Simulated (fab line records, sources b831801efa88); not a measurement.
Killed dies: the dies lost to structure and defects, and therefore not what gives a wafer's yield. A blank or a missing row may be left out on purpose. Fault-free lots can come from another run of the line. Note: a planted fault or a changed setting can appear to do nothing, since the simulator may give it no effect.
Problem report in the 8D (eight disciplines) form, filled by code / flow sky130 / the parts of the form that need people (team, actions taken, sign-off) are left out

## 1. WHAT IS WRONG
At SKY_LDD_HVN_STRIP_09, stripTimeToEndpointS averages 2.547 s over 9 wafers from 3 lots, while fault-free wafers read 4.136 s, standard deviation 0.016. So: -99 or more standard deviations from the usual mean.
The step: strips in O2/N2.
Earliest sighting: wafer L522.1 on plasmaAsher-04 at day 23 20:47. The record holds 39 wafers of 13 lots with a number at this step. Rule for "out", or "out of limits": more than 4 standard deviations from the usual mean. The rest of the wafers with a number are treated as sound.

## 2. WHAT IT IS, WHAT IT ISN'T
question=which readings at this step | is=stripTimeToEndpointS, oesProductAu | is not=drypumpMotorCurrentA
question=which lots | is=L522, L523, L526 | is not=L515, L517, L518, L519, L521, L532, L533, L535, L536, L537
question=which wafers of those lots | is=all that have a number | is not=-
question=read on which tools | is=plasmaAsher-03, plasmaAsher-04 | is not=plasmaAsher-02
question=when | is=from day 23 20:47 | is not=up to then (15 sound wafers); but 15 sound wafers of L532, L533, L535, L536, L537 came after

## 3. THE SUSPECTS, EACH WITH WHAT RULES IT OUT
Counting: any tool at a process step up to the reading is kept as a suspect provided that every lot that is out went through it and no sound lot did after the first of them.
- lithoTrack-01 at SKY_LDD_HVN_COAT_02 (resist thk 300 nm): ruled out as a lasting fault. Following L522 (day 23 05:50), the first lot on it that is out, the sound lots L533, L535 were run on it.
Left after counting: nothing in the record.

## 4. THE CAUSE (what the simulator had put in)
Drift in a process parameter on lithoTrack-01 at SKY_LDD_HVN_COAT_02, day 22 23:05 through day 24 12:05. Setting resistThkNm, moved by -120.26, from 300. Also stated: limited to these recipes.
It was ruled out by counting, in error; the rule expects a fault to strike all lots run on its tool from its start on, and this fault did not.

## 5. THE EFFECT CHAIN, in route order
Each row: a reading whose mean over the struck wafers that have a number lies more than 3 standard deviations from the usual. Scope: only readings with a usual standard deviation given in the record; hours: median across lots of the time from each lot's start at the first step in this table that gives one to its start at this step; sigmas: change in usual standard deviations.
hours=0; step=SKY_LDD_HVN_STRIP_09; reading=oesProductAu; usual=0.408 a.u.; on struck wafers=0.342; change=-0.066; sigmas=-15
hours=0; step=SKY_LDD_HVN_STRIP_09; reading=stripTimeToEndpointS; usual=4.136 s; on struck wafers=2.547; change=-1.589; sigmas=-99 or more
The process steps in it:
- SKY_LDD_HVN_STRIP_09: strips in O2/N2.
At these later measuring or inspecting steps, every struck wafer for which the step has a row has a number for every such reading, and none has moved that far: SKY_LDD_HVP_TW_MEAS_10.

## 6. HOW IT WOULD HAVE BEEN CAUGHT EARLIER
In this record no reading fell out of limits until day 23 20:47, 22 hours after the fault had begun at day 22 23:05.
